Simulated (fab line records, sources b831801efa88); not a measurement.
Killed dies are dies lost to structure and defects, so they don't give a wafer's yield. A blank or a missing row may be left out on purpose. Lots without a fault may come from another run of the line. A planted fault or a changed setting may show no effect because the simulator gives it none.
Tool commonality check | flow gf180mcu | 12 lots, 36 wafers sampled

WHY IT WAS OPENED
At GF_HV_LDD_TW_MEAS_11 the reading HV_LDD_TW is flagged on 2 of 12 lots. Wafers without a fault read 2432, standard deviation 9.6.
Rule: a lot is flagged when every wafer of it that has a number lies more than 4 standard deviations from that mean, or none has a number. The other lots count as sound.

lot  | measured     | on            | HV_LDD_TW, wafer by wafer | flag
L835 | day 10 13:02 | film_metro-04 | 2422 2423 2423            |
L836 | day 10 19:59 | film_metro-04 | 2423 2437 2429            |
L837 | day 11 02:37 | film_metro-01 | 2434 2438 2446            |
L838 | day 11 08:57 | film_metro-04 | 2438 2443 2447            |
L840 | day 12 04:33 | film_metro-01 | 2438 2417 2410            |
L842 | day 12 17:49 | film_metro-03 | 2436 2442 2424            |
L843 | day 13 07:20 | film_metro-03 | 1923 1915 1920            | FLAGGED
L844 | day 13 19:06 | film_metro-01 | 2433 2435 2432            |
L845 | day 13 22:07 | film_metro-01 | 1940 1931 1933            | FLAGGED
L849 | day 14 23:14 | film_metro-04 | 2447 2429 2434            |
L855 | day 16 19:31 | film_metro-01 | 2436 2434 2430            |
L854 | day 16 21:46 | film_metro-01 | 2435 2427 2424            |
The numbers of the flagged lots are 1927 on average: -505 against the usual, or -53 standard deviations.

WHICH TOOL RAN EACH LOT
The record holds 3 process steps before the reading, out of a route of 602 steps. In each cell: the tool, then ch and the chambers that the sampled wafers went through, then the start.
lot  | flag    | GF_VT_IMPLANT_RTA_45             | GF_POLY_GATE_STRIP_14                | GF_HV_LDD_IMPLANT_09
L835 |         | rtp_anneal-01 ch 0, day 8 00:32  | plasma_asher-01 ch 0,1, day 9 17:31  | implanter-02 ch 0, day 10 12:47
L836 |         | rtp_anneal-01 ch 0, day 8 06:08  | plasma_asher-01 ch 0,1, day 9 23:28  | implanter-02 ch 0, day 10 19:44
L837 |         | rtp_anneal-02 ch 0, day 8 12:53  | plasma_asher-01 ch 0,1, day 10 06:23 | implanter-03 ch 0, day 11 02:23
L838 |         | rtp_anneal-01 ch 0, day 8 19:40  | plasma_asher-01 ch 0,1, day 10 12:52 | implanter-02 ch 0, day 11 08:43
L840 |         | rtp_anneal-02 ch 0, day 9 10:10  | plasma_asher-01 ch 0,1, day 11 05:35 | implanter-04 ch 0, day 12 04:19
L842 |         | rtp_anneal-01 ch 0, day 10 02:49 | plasma_asher-01 ch 0,1, day 11 21:17 | implanter-02 ch 0, day 12 17:35
L843 | FLAGGED | rtp_anneal-01 ch 0, day 10 15:05 | plasma_asher-02 ch 0,1, day 12 09:55 | implanter-02 ch 0, day 13 07:05
L844 |         | rtp_anneal-01 ch 0, day 11 01:59 | plasma_asher-01 ch 0,1, day 12 21:10 | implanter-03 ch 0, day 13 18:49
L845 | FLAGGED | rtp_anneal-01 ch 0, day 11 03:33 | plasma_asher-01 ch 1, day 12 23:28   | implanter-02 ch 0, day 13 21:53
L849 |         | rtp_anneal-01 ch 0, day 12 01:53 | plasma_asher-02 ch 0,1, day 14 00:11 | implanter-03 ch 0, day 14 23:01
L855 |         | rtp_anneal-02 ch 0, day 13 18:47 | plasma_asher-01 ch 0,1, day 15 18:16 | implanter-04 ch 0, day 16 19:16
L854 |         | rtp_anneal-01 ch 0, day 13 19:49 | plasma_asher-04 ch 0,1, day 15 20:52 | implanter-03 ch 0, day 16 21:32
What these steps do:
- GF_VT_IMPLANT_RTA_45: time 30 s.
- GF_POLY_GATE_STRIP_14: strips in O2/N2.
- GF_HV_LDD_IMPLANT_09
- GF_HV_LDD_TW_MEAS_11

FLAGGED OVER TOTAL, TOOL BY TOOL (the gauges that took the reading come last)
step                  | tool            | lots run | flagged | share of the flagged lots | sound lots run after its first flagged lot
GF_VT_IMPLANT_RTA_45  | rtp_anneal-01   | 9        | 2       | all                       | 3 (L844,L849,L854)
GF_VT_IMPLANT_RTA_45  | rtp_anneal-02   | 3        | 0       | none                      | -
GF_POLY_GATE_STRIP_14 | plasma_asher-01 | 9        | 1       | some                      | 1 (L855)
GF_POLY_GATE_STRIP_14 | plasma_asher-02 | 2        | 1       | some                      | 1 (L849)
GF_POLY_GATE_STRIP_14 | plasma_asher-04 | 1        | 0       | none                      | -
GF_HV_LDD_IMPLANT_09  | implanter-02    | 6        | 2       | all                       | 0
GF_HV_LDD_IMPLANT_09  | implanter-03    | 4        | 0       | none                      | -
GF_HV_LDD_IMPLANT_09  | implanter-04    | 2        | 0       | none                      | -
GF_HV_LDD_TW_MEAS_11  | film_metro-01   | 6        | 1       | some                      | 2 (L855,L854)
GF_HV_LDD_TW_MEAS_11  | film_metro-03   | 2        | 1       | some                      | 0
GF_HV_LDD_TW_MEAS_11  | film_metro-04   | 4        | 0       | none                      | -

WHAT THE TABLE ALLOWS
2 rows of the table ran every flagged lot: rtp_anneal-01 at GF_VT_IMPLANT_RTA_45, implanter-02 at GF_HV_LDD_IMPLANT_09.
- rtp_anneal-01 at GF_VT_IMPLANT_RTA_45: 2 of its 9 lots flagged. Sound lots ran on it after the first flagged one (L844, L849, L854), which a lasting fault on the whole tool wouldn't allow.
- implanter-02 at GF_HV_LDD_IMPLANT_09: 2 of its 6 lots flagged. Its last sound lot is L842 (day 12 17:35), its first flagged lot L843 (day 13 07:05): a fault that began between those two fits. Its own readings lie more than 4 standard deviations out on every wafer of the flagged lots: dose_ions_cm2, faraday_current_uA.
One tool is left: implanter-02 at GF_HV_LDD_IMPLANT_09.

WHAT THE SIMULATOR HAD PUT IN
Process parameter drift: implanter-02, from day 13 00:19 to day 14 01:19, at GF_HV_LDD_IMPLANT_09. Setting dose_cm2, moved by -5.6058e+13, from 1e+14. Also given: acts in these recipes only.
Lots struck among those shown: L843, L845. The rule above found the same.
